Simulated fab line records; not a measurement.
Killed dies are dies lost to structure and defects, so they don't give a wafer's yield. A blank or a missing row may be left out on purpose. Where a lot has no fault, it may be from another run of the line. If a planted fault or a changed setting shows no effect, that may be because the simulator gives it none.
A sampling plan put to the test ; flow sky130 ; 48 faults told of in these records, all on one fab line, each judged by the records of the lots it struck
The plan consists of the line's own looks: route steps at which the wafer is read by a gauge or an inspection but not changed. A look can be judged if struck wafers have a number there and the file gives its usual mean and standard deviation on fault-free wafers. Caught: 4 or more of those standard deviations (sigma) separate the usual mean from the mean of the struck wafers at a look after the fault's first step. On the tool: the same test on the tool's own readings at the fault's steps. A different recipe on the struck wafers counts as caught too, as does a record blank only for those wafers.

THE FAULTS, as the simulator had put them in
1. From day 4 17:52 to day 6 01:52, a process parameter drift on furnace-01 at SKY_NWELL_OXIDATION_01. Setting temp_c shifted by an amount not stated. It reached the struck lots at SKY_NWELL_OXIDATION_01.
2. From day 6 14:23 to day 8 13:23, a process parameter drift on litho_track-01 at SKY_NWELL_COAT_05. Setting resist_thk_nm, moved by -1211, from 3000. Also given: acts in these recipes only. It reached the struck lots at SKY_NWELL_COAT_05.
3. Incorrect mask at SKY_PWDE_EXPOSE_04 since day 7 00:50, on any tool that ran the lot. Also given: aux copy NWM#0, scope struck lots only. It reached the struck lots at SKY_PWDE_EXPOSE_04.
4. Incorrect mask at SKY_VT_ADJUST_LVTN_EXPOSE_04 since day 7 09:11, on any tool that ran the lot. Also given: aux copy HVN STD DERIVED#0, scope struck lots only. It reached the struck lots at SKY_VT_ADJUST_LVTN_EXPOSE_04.
5. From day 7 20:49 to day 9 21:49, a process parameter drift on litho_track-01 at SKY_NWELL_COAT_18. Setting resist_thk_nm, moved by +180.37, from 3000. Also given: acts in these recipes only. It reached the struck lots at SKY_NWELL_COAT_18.
6. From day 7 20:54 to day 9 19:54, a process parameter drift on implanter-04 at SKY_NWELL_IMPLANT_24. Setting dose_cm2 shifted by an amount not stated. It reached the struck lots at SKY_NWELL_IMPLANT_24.
7. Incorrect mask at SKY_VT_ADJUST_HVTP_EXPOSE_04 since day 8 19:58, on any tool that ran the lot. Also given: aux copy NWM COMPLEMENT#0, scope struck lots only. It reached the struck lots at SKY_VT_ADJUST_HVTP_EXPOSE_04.
8. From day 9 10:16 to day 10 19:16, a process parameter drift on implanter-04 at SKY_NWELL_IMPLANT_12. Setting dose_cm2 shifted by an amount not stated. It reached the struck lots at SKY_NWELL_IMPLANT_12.
9. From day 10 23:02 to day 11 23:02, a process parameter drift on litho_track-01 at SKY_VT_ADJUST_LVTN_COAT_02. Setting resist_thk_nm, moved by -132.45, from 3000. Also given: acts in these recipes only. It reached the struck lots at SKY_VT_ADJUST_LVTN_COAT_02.
10. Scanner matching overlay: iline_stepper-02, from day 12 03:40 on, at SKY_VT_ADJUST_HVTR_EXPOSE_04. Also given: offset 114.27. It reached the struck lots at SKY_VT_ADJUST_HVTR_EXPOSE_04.
11. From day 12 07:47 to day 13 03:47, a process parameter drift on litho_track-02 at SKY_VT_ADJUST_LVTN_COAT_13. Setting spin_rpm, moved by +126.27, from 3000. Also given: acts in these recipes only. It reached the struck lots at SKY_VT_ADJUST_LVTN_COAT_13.
12. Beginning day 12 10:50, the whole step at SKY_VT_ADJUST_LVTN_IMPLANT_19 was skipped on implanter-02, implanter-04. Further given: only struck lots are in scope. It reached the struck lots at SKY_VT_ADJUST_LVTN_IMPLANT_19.
13. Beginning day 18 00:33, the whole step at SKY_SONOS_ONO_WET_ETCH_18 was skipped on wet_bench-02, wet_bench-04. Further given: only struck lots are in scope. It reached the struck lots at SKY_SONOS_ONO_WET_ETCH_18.
14. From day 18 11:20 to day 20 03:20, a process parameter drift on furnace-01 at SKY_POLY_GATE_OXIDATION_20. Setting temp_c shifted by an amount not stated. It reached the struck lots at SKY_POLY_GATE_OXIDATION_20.
15. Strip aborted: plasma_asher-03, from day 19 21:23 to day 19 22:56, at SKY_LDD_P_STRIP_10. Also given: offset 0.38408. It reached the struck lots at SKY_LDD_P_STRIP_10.
16. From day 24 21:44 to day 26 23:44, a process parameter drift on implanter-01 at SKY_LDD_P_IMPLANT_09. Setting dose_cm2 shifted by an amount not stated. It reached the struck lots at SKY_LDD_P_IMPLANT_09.
17. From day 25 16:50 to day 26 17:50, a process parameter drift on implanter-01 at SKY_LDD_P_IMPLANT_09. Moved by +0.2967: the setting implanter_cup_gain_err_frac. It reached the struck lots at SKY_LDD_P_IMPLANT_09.
18. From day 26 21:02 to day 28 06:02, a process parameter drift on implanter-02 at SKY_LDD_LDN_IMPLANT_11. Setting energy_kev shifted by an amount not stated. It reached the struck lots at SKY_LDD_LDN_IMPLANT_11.
19. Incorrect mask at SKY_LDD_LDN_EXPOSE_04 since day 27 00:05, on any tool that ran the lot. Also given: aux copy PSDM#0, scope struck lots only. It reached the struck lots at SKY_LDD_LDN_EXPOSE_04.
20. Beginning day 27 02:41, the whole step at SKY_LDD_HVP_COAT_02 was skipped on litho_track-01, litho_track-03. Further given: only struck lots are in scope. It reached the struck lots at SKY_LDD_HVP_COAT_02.
21. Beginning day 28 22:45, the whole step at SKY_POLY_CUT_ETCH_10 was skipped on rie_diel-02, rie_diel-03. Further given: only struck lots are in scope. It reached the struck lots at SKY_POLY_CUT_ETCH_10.
22. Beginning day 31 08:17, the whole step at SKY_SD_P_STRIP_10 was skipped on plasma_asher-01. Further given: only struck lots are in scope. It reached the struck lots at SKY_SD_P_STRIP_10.
23. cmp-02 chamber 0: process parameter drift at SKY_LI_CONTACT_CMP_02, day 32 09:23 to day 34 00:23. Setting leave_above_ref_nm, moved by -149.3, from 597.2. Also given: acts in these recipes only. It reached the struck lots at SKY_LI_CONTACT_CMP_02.
24. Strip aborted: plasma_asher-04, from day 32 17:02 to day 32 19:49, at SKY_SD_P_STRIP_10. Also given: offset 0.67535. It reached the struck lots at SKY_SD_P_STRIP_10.
25. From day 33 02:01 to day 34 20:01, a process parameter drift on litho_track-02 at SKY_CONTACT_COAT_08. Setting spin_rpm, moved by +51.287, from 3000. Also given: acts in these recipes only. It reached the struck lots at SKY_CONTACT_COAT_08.
26. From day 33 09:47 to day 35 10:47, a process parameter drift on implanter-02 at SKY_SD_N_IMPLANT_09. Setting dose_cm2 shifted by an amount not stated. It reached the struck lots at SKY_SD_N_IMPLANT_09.
27. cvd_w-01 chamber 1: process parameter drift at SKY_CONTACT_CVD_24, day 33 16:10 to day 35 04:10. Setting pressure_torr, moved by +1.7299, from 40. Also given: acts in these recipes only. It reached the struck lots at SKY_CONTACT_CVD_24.
28. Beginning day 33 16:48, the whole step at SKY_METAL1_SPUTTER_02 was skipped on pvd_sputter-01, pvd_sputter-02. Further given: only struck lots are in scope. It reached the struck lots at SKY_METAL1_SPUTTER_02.
29. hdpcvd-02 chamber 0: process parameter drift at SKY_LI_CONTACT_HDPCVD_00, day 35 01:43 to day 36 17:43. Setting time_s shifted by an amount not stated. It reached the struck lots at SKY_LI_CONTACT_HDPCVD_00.
30. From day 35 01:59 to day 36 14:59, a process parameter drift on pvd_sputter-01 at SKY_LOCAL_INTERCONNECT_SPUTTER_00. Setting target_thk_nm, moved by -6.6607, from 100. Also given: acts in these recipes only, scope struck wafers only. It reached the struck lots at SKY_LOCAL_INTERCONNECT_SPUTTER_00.
31. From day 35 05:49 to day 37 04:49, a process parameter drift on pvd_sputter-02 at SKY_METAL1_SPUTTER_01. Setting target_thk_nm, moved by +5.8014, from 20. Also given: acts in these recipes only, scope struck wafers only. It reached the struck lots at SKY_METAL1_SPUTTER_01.
32. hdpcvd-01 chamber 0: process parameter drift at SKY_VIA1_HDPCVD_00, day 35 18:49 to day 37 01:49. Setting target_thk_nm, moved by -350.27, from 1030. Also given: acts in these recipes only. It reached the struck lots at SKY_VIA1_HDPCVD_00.
33. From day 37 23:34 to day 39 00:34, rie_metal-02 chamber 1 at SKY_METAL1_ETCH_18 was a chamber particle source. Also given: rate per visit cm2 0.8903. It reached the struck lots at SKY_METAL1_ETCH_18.
34. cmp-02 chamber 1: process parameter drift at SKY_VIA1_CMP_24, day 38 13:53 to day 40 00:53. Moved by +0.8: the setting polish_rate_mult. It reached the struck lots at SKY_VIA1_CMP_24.
35. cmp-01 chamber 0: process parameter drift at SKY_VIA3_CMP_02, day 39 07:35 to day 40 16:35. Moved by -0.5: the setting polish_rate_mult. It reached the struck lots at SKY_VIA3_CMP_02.
36. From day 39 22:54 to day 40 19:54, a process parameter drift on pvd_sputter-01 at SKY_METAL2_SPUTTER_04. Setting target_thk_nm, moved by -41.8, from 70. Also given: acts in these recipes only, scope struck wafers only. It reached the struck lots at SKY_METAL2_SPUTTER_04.
37. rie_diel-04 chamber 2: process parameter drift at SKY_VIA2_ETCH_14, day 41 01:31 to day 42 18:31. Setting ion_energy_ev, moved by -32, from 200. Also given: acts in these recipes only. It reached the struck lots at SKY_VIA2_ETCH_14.
38. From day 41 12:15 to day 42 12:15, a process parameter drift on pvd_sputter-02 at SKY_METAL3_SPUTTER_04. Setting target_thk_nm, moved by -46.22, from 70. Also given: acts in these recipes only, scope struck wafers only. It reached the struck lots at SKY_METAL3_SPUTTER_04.
39. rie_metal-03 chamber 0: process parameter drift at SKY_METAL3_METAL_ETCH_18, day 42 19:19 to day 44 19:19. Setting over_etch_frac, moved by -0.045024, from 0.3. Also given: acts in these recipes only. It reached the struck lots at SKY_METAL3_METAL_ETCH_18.
40. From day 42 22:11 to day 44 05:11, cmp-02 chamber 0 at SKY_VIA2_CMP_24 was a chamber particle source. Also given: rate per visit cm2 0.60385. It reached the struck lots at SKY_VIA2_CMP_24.
41. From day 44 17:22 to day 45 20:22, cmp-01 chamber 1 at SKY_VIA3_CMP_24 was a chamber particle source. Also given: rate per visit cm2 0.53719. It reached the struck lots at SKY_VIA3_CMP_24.
42. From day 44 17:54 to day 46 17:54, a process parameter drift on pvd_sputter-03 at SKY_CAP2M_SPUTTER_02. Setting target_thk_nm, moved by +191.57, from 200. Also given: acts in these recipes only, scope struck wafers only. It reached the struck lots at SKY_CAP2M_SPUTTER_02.
43. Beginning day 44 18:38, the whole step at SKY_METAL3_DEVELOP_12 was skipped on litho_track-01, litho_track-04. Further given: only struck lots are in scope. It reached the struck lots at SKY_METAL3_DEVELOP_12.
44. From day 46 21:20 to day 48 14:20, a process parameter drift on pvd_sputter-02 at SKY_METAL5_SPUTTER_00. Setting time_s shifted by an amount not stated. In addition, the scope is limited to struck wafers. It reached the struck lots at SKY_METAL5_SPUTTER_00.
45. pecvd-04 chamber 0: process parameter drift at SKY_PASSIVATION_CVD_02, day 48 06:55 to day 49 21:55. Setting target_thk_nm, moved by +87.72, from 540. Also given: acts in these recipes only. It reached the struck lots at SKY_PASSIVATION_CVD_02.
46. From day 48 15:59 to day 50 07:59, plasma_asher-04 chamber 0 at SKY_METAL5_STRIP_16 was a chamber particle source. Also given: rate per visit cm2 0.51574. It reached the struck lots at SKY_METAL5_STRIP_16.
47. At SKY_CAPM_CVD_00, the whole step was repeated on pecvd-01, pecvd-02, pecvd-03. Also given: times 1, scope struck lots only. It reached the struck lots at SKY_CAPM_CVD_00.
48. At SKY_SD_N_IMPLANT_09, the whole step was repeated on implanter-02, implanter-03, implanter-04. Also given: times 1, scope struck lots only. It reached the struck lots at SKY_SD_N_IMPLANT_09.

WHAT THE PLAN SAW
fault;on the tool itself;first look that catches it;reading, sigma;median hours from its first step to that look;hours from the fault's start to the first struck lot there;judged looks passed uncaught
1;tube_center_temp_C -99 or beyond sigma;SKY_NWELL_THK_MEAS_02;NWELL_OXIDATION_THK -38;1.4;10;0
2;under 2 sigma;not the one look that can be judged after it;-;-;-;1
3;under 2 sigma;SKY_PWDE_TW_MEAS_10;PWDE_TW -99 or beyond;9.7;10;0
4;under 2 sigma;SKY_VT_ADJUST_LVTN_TW_MEAS_10;VT_ADJUST_LVTN_TW -99 or beyond;9.8;17;0
5;no reading that can be judged;not the one look that can be judged after it;-;-;-;1
6;dose_ions_cm2 -99 or beyond sigma;SKY_NWELL_TW_MEAS_26;NWELL_2_TW -12;0.2;11;0
7;under 2 sigma;SKY_VT_ADJUST_HVTP_TW_MEAS_11;VT_ADJUST_HVTP_TW -99 or beyond;11.2;12;0
8;dose_ions_cm2 -99 or beyond sigma;SKY_NWELL_RS_MEAS_29;NWELL_RS +12;22.0;24;0
9;under 2 sigma;not the one look that can be judged after it;-;-;-;1
10;no reading that can be judged;SKY_VT_ADJUST_HVTR_OVL_MEAS_08;VT_ADJUST_HVTR_OVL +75;13.3;26;0
11;spin_speed_rpm +66 sigma;not the one look that can be judged after it;-;-;-;1
12;the tool's record is blank for the struck wafers;SKY_VT_ADJUST_LVTN_TW_MEAS_21;VT_ADJUST_LVTN_2_TW -99 or beyond;0.2;1;0
13;the tool's record is blank for the struck wafers;no look after it can be judged;-;-;-;0
14;tube_center_temp_C +99 or beyond sigma;SKY_POLY_GATE_THK_MEAS_21;POLY_GATE_OXIDATION_THK +13;1.2;28;0
15;oes_product_au +50 sigma;SKY_LDD_HVN_TW_MEAS_10;LDD_HVN_TW -15;30.5;32;0
16;dose_ions_cm2 -99 or beyond sigma;SKY_LDD_P_TW_MEAS_11;LDD_P_TW -78;0.2;6;0
17;faraday_current_uA +15 sigma;SKY_LDD_P_TW_MEAS_11;LDD_P_TW -15;0.2;13;0
18;beam_energy_keV +99 or beyond sigma;no look after it can be judged;-;-;-;0
19;no reading that can be judged;SKY_LDD_LDN_TW_MEAS_13;LDD_LDN_TW -99 or beyond;14.4;15;0
20;the tool's record is blank for the struck wafers;not the one look that can be judged after it;-;-;-;1
21;the tool's record is blank for the struck wafers;no look after it can be judged;-;-;-;0
22;the tool's record is blank for the struck wafers;SKY_RES_XHIGH_TW_MEAS_09;RES_XHIGH_TW -99 or beyond;27.1;30;0
23;only faintly: time_to_endpoint_s +3.0 sigma;not the one look that can be judged after it;-;-;-;1
24;only faintly: oes_product_au +3.3 sigma;SKY_RES_XHIGH_TW_MEAS_09;RES_XHIGH_TW -99 or beyond;27.6;30;0
25;spin_speed_rpm +30 sigma;none of the 2 looks that can be judged after it;-;-;-;2
26;dose_ions_cm2 -99 or beyond sigma;SKY_SD_N_TW_MEAS_12;SD_N_TW -4.0;0.4;9;0
27;chamber_pressure_Torr +19 sigma;not the one look that can be judged after it;strongest: CONTACT_W_RS at SKY_CONTACT_RS_MEAS_25, -2.7;-;-;1
28;the tool's record is blank for the struck wafers;SKY_METAL1_RS_MEAS_05;METAL1_ALCU_RS +99 or beyond;0.1;19;0
29;run_length_s +39 sigma;SKY_LI_CONTACT_THK_MEAS_01;LI_CONTACT_HDPCVD_THK +15;0.1;4;0
30;under 2 sigma;SKY_LOCAL_INTERCONNECT_RS_MEAS_01;LOCAL_INTERCONNECT_TIN_RS +8.0;0.1;5;0
31;under 2 sigma;no look after it can be judged;-;-;-;0
32;under 2 sigma;SKY_VIA1_THK_MEAS_01;VIA1_HDPCVD_THK -36;0.1;1;0
33;under 2 sigma;not the one look that can be judged after it;-;-;-;1
34;time_to_endpoint_s -11 sigma;none of the 4 looks that can be judged after it;-;-;-;4
35;under 2 sigma;not the one look that can be judged after it;-;-;-;1
36;under 2 sigma;SKY_METAL2_THK_MEAS_06;METAL2_ALCU_THK +8.1;0.2;18;0
37;under 2 sigma;no look after it can be judged;-;-;-;0
38;under 2 sigma;no look after it can be judged;-;-;-;0
39;only faintly: oes_product_au +3.1 sigma;no look after it can be judged;-;-;-;0
40;under 2 sigma;not the one look that can be judged after it;-;-;-;1
41;under 2 sigma;none of the 4 looks that can be judged after it;-;-;-;4
42;under 2 sigma;SKY_CAP2M_RS_MEAS_03;CAP2M_TIN_RS -44;0.1;1;0
43;no reading that can be judged;no look after it can be judged;-;-;-;0
44;under 2 sigma;no look after it can be judged;-;-;-;0
45;under 2 sigma;SKY_PASSIVATION_THK_MEAS_03;PASSIVATION_CVD_02_THK +14;0.2;3;0
46;under 2 sigma;no look after it can be judged;-;-;-;0
47;under 2 sigma;SKY_CAPM_THK_MEAS_01;CAPM_CVD_00_THK +81;0.2;-;0
48;no reading that can be judged;SKY_SD_N_TW_MEAS_12;SD_N_TW +4.4;0.8;-;0
A dash: the fault is not caught, or the number is missing from these records.

Caught at a look: 25 of 48. Caught on the tool: 20 of 48. By one or the other: 33 of 48.
Faults 11, 13, 18, 20, 21, 25, 27, 34 were caught on the tool alone.
Caught at a look alone: faults 3, 4, 7, 10, 19, 24, 30, 32, 36, 42, 45, 47, 48.
Caught by neither: faults 2, 5, 9, 23, 31, 33, 35, 37, 38, 39, 40, 41, 43, 44, 46.

THINNER SAMPLING
In the worst case, this is how late the first struck lot would be measured if the look that catches a fault measured only every second or every third lot, by lot number:
fault;struck lots at that look, in order of time;every lot;every second lot;every third lot
1;L495, L494, L496;10 h;10 h;10 h
3;L847;10 h;may miss it;may miss it
4;L821;17 h;may miss it;may miss it
6;L938, L941;11 h;33 h;may miss all 2
7;L220;12 h;may miss it;may miss it
8;L669, L670;24 h;25 h;may miss all 2
10;L488, L489;26 h;52 h;may miss all 2
12;L367, L369;1 h;may miss all 2;may miss all 2
14;L799, L801, L800;28 h;33 h;33 h
15;L967;32 h;may miss it;may miss it
16;L348, L352;6 h;may miss all 2;may miss all 2
17;L810, L813;13 h;19 h;may miss all 2
19;L928;15 h;may miss it;may miss it
22;L752, L754, L753;30 h;37 h;37 h
24;L509;30 h;may miss it;may miss it
26;L395, L399;9 h;may miss all 2;may miss all 2
28;L219, L221, L220;19 h;24 h;24 h
29;L924, L926;4 h;may miss all 2;may miss all 2
30;L686;5 h;may miss it;may miss it
32;L212, L216;1 h;may miss all 2;may miss all 2
36;L782;18 h;may miss it;may miss it
42;L406;1 h;may miss it;may miss it
45;L329, L333;3 h;may miss all 2;may miss all 2
Hours are from the fault's start to the first struck lot that is measured. 4 sigma limit: tested on the pooled struck wafers, so a lone lot may be under it. Other struck lots may not be in these records.

THE LONGEST TIMED WAY FROM STEP TO LOOK
Fault 15: a median of 30.5 hours passes between SKY_LDD_P_STRIP_10 and SKY_LDD_HVN_TW_MEAS_10. No look between them can be judged.
